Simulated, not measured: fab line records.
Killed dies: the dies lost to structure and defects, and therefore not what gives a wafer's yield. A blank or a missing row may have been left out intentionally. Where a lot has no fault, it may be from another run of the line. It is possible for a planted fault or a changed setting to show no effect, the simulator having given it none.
Which tool was responsible?	flow sky130	12 lots, 34 wafers sampled, at 3 steps of a route of 708

WHAT EACH GAUGE READ, for each wafer
SKY_NWELL_OVL_MEAS_10. Usual: NWELL_00_OVL gives 0.0 nm (standard deviation 1.6).
lot	measured	on	NWELL_00_OVL (nm)	flag
L522	day 4 11:54	overlay-01	2.5 2.1 2.6	
L523	day 4 16:49	overlay-01	-1.1 -1.6 0.2	
L531	day 6 17:24	overlay-01	0.7 -1.7 -0.1	
L532	day 6 22:03	overlay-02	0.1 0.3 3.1	
L533	day 7 02:31	overlay-01	-1.6 -3.6 -1.2	
L535	day 7 21:28	overlay-02	0.3 1.8 0.9	
L536	day 7 20:55	overlay-01	1.8 1.0 0.6	
L537	day 8 03:19	overlay-01	-0.1 -1.3 0.4	
L538	day 8 09:13	overlay-01	0.4 -3.4 -3.3	
L539	day 8 16:25	overlay-02	0.5 -0.4	
L541	day 9 04:07	overlay-02	2.0 2.3	
L545	day 10 05:37	overlay-02	2.7 2.3 3.0	

TOOL THAT RAN EACH LOT (tool first, then ch and the chambers of the sampled wafers, then the start)
lot	SKY_FIELD_ISO_ETCH_14	SKY_FIELD_ISO_STRIP_16
L522	rie-diel-02 ch 2,3, day 2 04:31	plasma-asher-02 ch 0,1, day 2 04:37
L523	rie-diel-02 ch 0,1,3, day 2 09:35	plasma-asher-01 ch 0,1, day 2 09:41
L531	rie-diel-01 ch 0,1,3, day 4 02:52	plasma-asher-04 ch 0,1, day 4 02:58
L532	rie-diel-02 ch 0,1,3, day 4 09:37	plasma-asher-04 ch 0,1, day 4 09:43
L533	rie-diel-01 ch 1,2, day 4 14:22	plasma-asher-04 ch 0,1, day 4 14:28
L535	rie-diel-02 ch 0,1,3, day 5 01:08	plasma-asher-02 ch 0,1, day 5 01:14
L536	rie-diel-04 ch 0,2,3, day 5 06:19	plasma-asher-01 ch 0,1, day 5 06:25
L537	rie-diel-02 ch 1,2, day 5 10:19	plasma-asher-02 ch 0,1, day 5 10:25
L538	rie-diel-04 ch 1,3, day 5 15:37	plasma-asher-02 ch 0,1, day 5 15:44
L539	rie-diel-04 ch 2,3, day 6 00:02	plasma-asher-01 ch 0,1, day 6 00:11
L541	rie-diel-02 ch 0, day 6 09:17	plasma-asher-04 ch 1, day 6 09:25
L545	rie-diel-01 ch 1,2,3, day 7 03:22	plasma-asher-01 ch 0,1, day 7 03:28
- SKY_FIELD_ISO_ETCH_14: etches BARC in N2/H2, stops on SiO2, time 45.9 s, target depth 60 nm.
- SKY_FIELD_ISO_STRIP_16: strips in O2/N2.

WHAT THE TOOLS THEMSELVES READ (means of the sampled wafers that have a number; where no wafer has one, the mark that the record gives instead)
SKY_FIELD_ISO_ETCH_14. Usual: drypump-motor-current-A 5.9 A, standard deviation 0.43; oes-product-au 0.855 a.u., standard deviation 0.0045; throttle-valve-pct 13.226 %, standard deviation 0.0088.
lot	tool	drypump-motor-current-A (A)	oes-product-au (a.u.)	throttle-valve-pct (%)	flag
L522	rie-diel-02	5.7	0.852	13.239	
L523	rie-diel-02	5.7	0.853	13.223	
L531	rie-diel-01	6.4	0.853	13.229	
L532	rie-diel-02	5.7	0.854	13.223	
L533	rie-diel-01	6.3	0.860	13.233	
L535	rie-diel-02	5.7	0.853	13.219	
L536	rie-diel-04	5.9	0.856	13.229	
L537	rie-diel-02	6.0	0.857	13.228	
L538	rie-diel-04	5.9	0.852	13.218	
L539	rie-diel-04	5.8	0.850	13.229	
L541	rie-diel-02	5.7	0.857	13.230	
L545	rie-diel-01	6.4	0.855	13.218	

SKY_FIELD_ISO_STRIP_16. Usual: drypump-motor-current-A 5.7 A, standard deviation 0.53; oes-product-au 0.378 a.u., standard deviation 0.0041; strip-time-to-endpoint-s 3.549 s, standard deviation 0.026.
lot	tool	drypump-motor-current-A (A)	oes-product-au (a.u.)	strip-time-to-endpoint-s (s)	flag
L522	plasma-asher-02	6.1	0.375	3.523	
L523	plasma-asher-01	6.0	0.376	3.544	
L531	plasma-asher-04	5.4	0.379	3.560	
L532	plasma-asher-04	5.4	0.381	3.536	
L533	plasma-asher-04	5.4	0.380	3.567	
L535	plasma-asher-02	6.1	0.379	3.560	
L536	plasma-asher-01	6.0	0.372	3.536	
L537	plasma-asher-02	6.1	0.379	3.553	
L538	plasma-asher-02	6.1	0.375	3.534	
L539	plasma-asher-01	5.8	0.382	3.503	
L541	plasma-asher-04	5.5	0.381	3.598	
L545	plasma-asher-01	5.5	0.377	3.571	

THE ANSWER, worked out from the rows above alone
Rule: a lot is off if the mean of its wafers that have a number lies more than 3 standard deviations from the usual mean. A lot without any number at a reading at which 4 lots or more have one is off too. The other lots that the step has rows for count as sound. Order of review: gauges by route order, followed by the tools' own readings, for which a lot's mean as printed above is used. At the first step where some lot is off, the reading lying furthest off is the one used; lots without a number count as furthest.
Across all readings shown, no lot is off: no conclusion can be drawn from this.

WHAT THE SIMULATOR HAD PUT IN
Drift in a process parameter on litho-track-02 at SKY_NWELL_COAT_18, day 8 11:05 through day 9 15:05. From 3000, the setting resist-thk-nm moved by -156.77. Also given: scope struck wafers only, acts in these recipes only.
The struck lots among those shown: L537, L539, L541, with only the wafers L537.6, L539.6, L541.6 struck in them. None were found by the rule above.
